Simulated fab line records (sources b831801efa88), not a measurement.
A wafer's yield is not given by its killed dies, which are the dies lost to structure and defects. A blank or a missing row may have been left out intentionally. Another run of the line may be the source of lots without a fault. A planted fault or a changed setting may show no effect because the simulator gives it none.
Chamber matching / flow sky130 / rie-diel-01 running SKY_FIELD_ISO_ETCH_14: 4 sister chambers
The step etches BARC in N2/H2, stops on SiO2, time 45.9 s, target depth 60 nm. 14 wafers are shown with their chamber, then 7 later ones without.

WAFERS PAIRED WITH THEIR CHAMBERS
wafer=L074.1; chamber=0; drypump-motor-current-A (A)=5.5; throttle-valve-pct (%)=13.227; bias-w (W)=100.0
wafer=L074.3; chamber=3; drypump-motor-current-A (A)=5.3; throttle-valve-pct (%)=13.230; bias-w (W)=99.7
wafer=L074.5; chamber=0; drypump-motor-current-A (A)=5.5; throttle-valve-pct (%)=13.228; bias-w (W)=99.7
wafer=L079.1; chamber=2; drypump-motor-current-A (A)=5.9; throttle-valve-pct (%)=13.229; bias-w (W)=100.1
wafer=L079.5; chamber=2; drypump-motor-current-A (A)=5.8; throttle-valve-pct (%)=13.232; bias-w (W)=100.1
wafer=L079.6; chamber=1; drypump-motor-current-A (A)=5.8; throttle-valve-pct (%)=13.218; bias-w (W)=100.1
wafer=L082.1; chamber=1; drypump-motor-current-A (A)=5.8; throttle-valve-pct (%)=13.224; bias-w (W)=100.1
wafer=L082.3; chamber=2; drypump-motor-current-A (A)=5.9; throttle-valve-pct (%)=13.226; bias-w (W)=100.1
wafer=L082.6; chamber=2; drypump-motor-current-A (A)=5.8; throttle-valve-pct (%)=13.227; bias-w (W)=100.0
wafer=L083.2; chamber=1; drypump-motor-current-A (A)=5.8; throttle-valve-pct (%)=13.231; bias-w (W)=99.3
wafer=L083.5; chamber=0; drypump-motor-current-A (A)=5.5; throttle-valve-pct (%)=13.247; bias-w (W)=99.6
wafer=L083.6; chamber=2; drypump-motor-current-A (A)=5.9; throttle-valve-pct (%)=13.231; bias-w (W)=100.3
wafer=L084.1; chamber=2; drypump-motor-current-A (A)=5.9; throttle-valve-pct (%)=13.218; bias-w (W)=99.5
wafer=L084.2; chamber=3; drypump-motor-current-A (A)=5.3; throttle-valve-pct (%)=13.235; bias-w (W)=99.7

SIGNATURES, as means of the wafers listed above
reading=drypump-motor-current-A; chamber 0=5.500; chamber 1=5.800; chamber 2=5.867; chamber 3=5.300; scatter within a chamber=0.0365
reading=throttle-valve-pct; chamber 0=13.23400; chamber 1=13.22433; chamber 2=13.22717; chamber 3=13.23250; scatter within a chamber=0.00691
reading=bias-w; chamber 0=99.767; chamber 1=99.833; chamber 2=100.017; chamber 3=99.700; scatter within a chamber=0.297
Rule: distance of a wafer from a chamber = root of the sum over the readings of ((wafer's reading minus chamber's mean) / reading's scatter) squared. If the next closest chamber is less than 2 further off than the closest, the wafer can't be placed; otherwise it belongs to the closest. The scatter is the square root of a quotient: the sum, over the shown wafers, of each reading's squared deviation from its chamber's mean, divided by wafers minus chambers.

WAFERS MISSING THEIR CHAMBER
wafer=L084.6; drypump-motor-current-A (A)=5.5; throttle-valve-pct (%)=13.227; bias-w (W)=99.8
wafer=L085.2; drypump-motor-current-A (A)=5.9; throttle-valve-pct (%)=13.235; bias-w (W)=100.4
wafer=L085.3; drypump-motor-current-A (A)=5.9; throttle-valve-pct (%)=13.223; bias-w (W)=100.1
wafer=L085.5; drypump-motor-current-A (A)=5.8; throttle-valve-pct (%)=13.230; bias-w (W)=99.7
wafer=L096.2; drypump-motor-current-A (A)=5.9; throttle-valve-pct (%)=13.224; bias-w (W)=100.4
wafer=L096.3; drypump-motor-current-A (A)=5.9; throttle-valve-pct (%)=13.219; bias-w (W)=99.7
wafer=L096.5; drypump-motor-current-A (A)=5.3; throttle-valve-pct (%)=13.228; bias-w (W)=100.4

CHAMBER TAKEN BY EACH
wafer=L084.6; from the rows above=0; in truth=0
wafer=L085.2; from the rows above=can't be placed: 2 or 1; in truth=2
wafer=L085.3; from the rows above=can't be placed: 2 or 1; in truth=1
wafer=L085.5; from the rows above=can't be placed: 1 or 2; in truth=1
wafer=L096.2; from the rows above=can't be placed: 2 or 1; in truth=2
wafer=L096.3; from the rows above=can't be placed: 2 or 1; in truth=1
wafer=L096.5; from the rows above=3; in truth=3
Placed correctly: 2 of 7. Unplaceable from these rows: 5, with the true chamber sitting among the candidates in 5. Placed wrongly: 0.
